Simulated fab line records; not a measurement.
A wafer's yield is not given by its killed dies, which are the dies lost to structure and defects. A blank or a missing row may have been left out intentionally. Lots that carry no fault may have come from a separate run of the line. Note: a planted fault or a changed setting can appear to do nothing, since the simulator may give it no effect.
Struck lot and sound lot, side by side -- flow gf180mcu -- 15 steps out of a route of 602
Sound: wafers L540.3, L540.4, L540.6. Struck: wafers L557.1, L557.4, L557.5. The cause comes at the end.
Each step with rows lists, per side, the tool, then ch with its chambers, then its first start. Under that, the readings that differ: sound wafers -- struck wafers -- difference of the means -- sigmas: that difference in standard deviations of wafers without a fault.
alike: a reading whose means differ by less than 2 such deviations, as well as words and numbers matching on both sides. not compared: withheld readings; readings where some wafer has no value; bounds like >300 that might hide an equal value; numbers whose values overlap and for which the record gives no deviation.
The two part at a step that has a row with sigmas, a row that says differs or no value, or rows on one side only. When numbers do not overlap yet have no deviation, they are printed without sigmas and do not part them. Lack of a reading on every wafer of one side parts them only where that side has two or more wafers.

GF_M3_SPUTTER_04: material TiN, target thk 50 nm, time 41.7 s.
  sound: pvd sputter-02 at day 21 08:59; struck: pvd sputter-02 at day 27 03:38
  alike: throttle valve pct
GF_M3_RS_MEAS_05: measurement is done with a four-point probe.
  sound: film metro-02 at day 21 09:07; struck: film metro-02 at day 27 03:41
reading,sound,struck,difference,sigmas
M3_ALCU_RS (ohm/sq),0.0703 0.0708 0.0706,0.0689 0.0691 0.0688,-0.0016,-2
GF_M3_THK_MEAS_06: measures by xrf.
  sound: film metro-02 at day 21 09:13; struck: film metro-02 at day 27 03:48
  alike: M3_ALCU_THK
then, 7 steps without rows for these wafers: GF_M3_DEHYDRATE_07 (time 60 s); GF_M3_HMDS_08 (prime time 60 s); GF_M3_COAT_09 (resist thk 1000 nm); GF_M3_SOFTBAKE_10 (time 60 s); GF_M3_EXPOSE_11 (exposes mask Metal3, target cd 280 nm); GF_M3_PEB_12 (peb time 90 s); GF_M3_DEVELOP_13 (develop time 60 s).
GF_M3_CD_MEAS_14: the cd target is 280 nm.
  sound: cd sem-02 at day 22 08:29; struck: cd sem-02 at day 27 23:12
  alike: cd nm
GF_M3_OVL_MEAS_15:
  sound: overlay-02 at day 22 08:34; struck: overlay-01 at day 27 23:19
  alike: M3_OVL
GF_M3_METAL_ETCH_16: etches the open film in Cl2/BCl3, stops on SiO2, target depth 627.5 nm, time 104.6 s.
  sound on rie metal-04 ch 0,1, day 22 08:38; struck on rie metal-04 ch 1, day 27 23:22
reading,sound,struck,difference,sigmas
oes product au (a.u.),0.967 0.961 0.975,0.915 0.916 0.920,-0.051,-9
rf fwd power W (W),790.2 795.4 790.8,662.7 665.3 663.8,-128.2,-61
throttle valve pct (%),28.262 28.267 28.248,28.327 28.318 28.324,+0.064,+6
model.etch.depth nm (nm),597.6 594.7 597.2,543.3 546.9 546.5,-50.9,
model.M3.feature depth nm (nm),597.6 594.7 597.2,543.3 546.9 546.5,-50.9,
model.KrF_of_M3_COAT_09.thk nm (nm),733.4 736.5 724.7,769.7 767.1 772.1,+38.1,
  alike: drypump motor current A, mfc cl2 sccm
  not compared: rf hours counter h
GF_M3_STRIP_17: strips in O2/N2.
  sound on plasma asher-02 ch 0,1, day 22 08:44; struck on plasma asher-04 ch 0,1, day 27 23:28
reading,sound,struck,difference,sigmas
oes product au (a.u.),0.562 0.560 0.547,0.571 0.566 0.573,+0.014,+3
strip time to endpoint s (s),7.86 7.88 7.79,8.23 8.19 8.24,+0.38,+11
  alike: drypump motor current A, heater power w, n2 flow sccm
  not compared: rf hours counter h
then, 1 step without rows for these wafers: GF_M3_STRIP_18 (strips in post etch residue remover, time 1200 s).

WHERE THEY PART
Last at GF_M3_STRIP_17 as far as this record goes, first at GF_M3_RS_MEAS_05.

WHY: whatever the simulator had introduced
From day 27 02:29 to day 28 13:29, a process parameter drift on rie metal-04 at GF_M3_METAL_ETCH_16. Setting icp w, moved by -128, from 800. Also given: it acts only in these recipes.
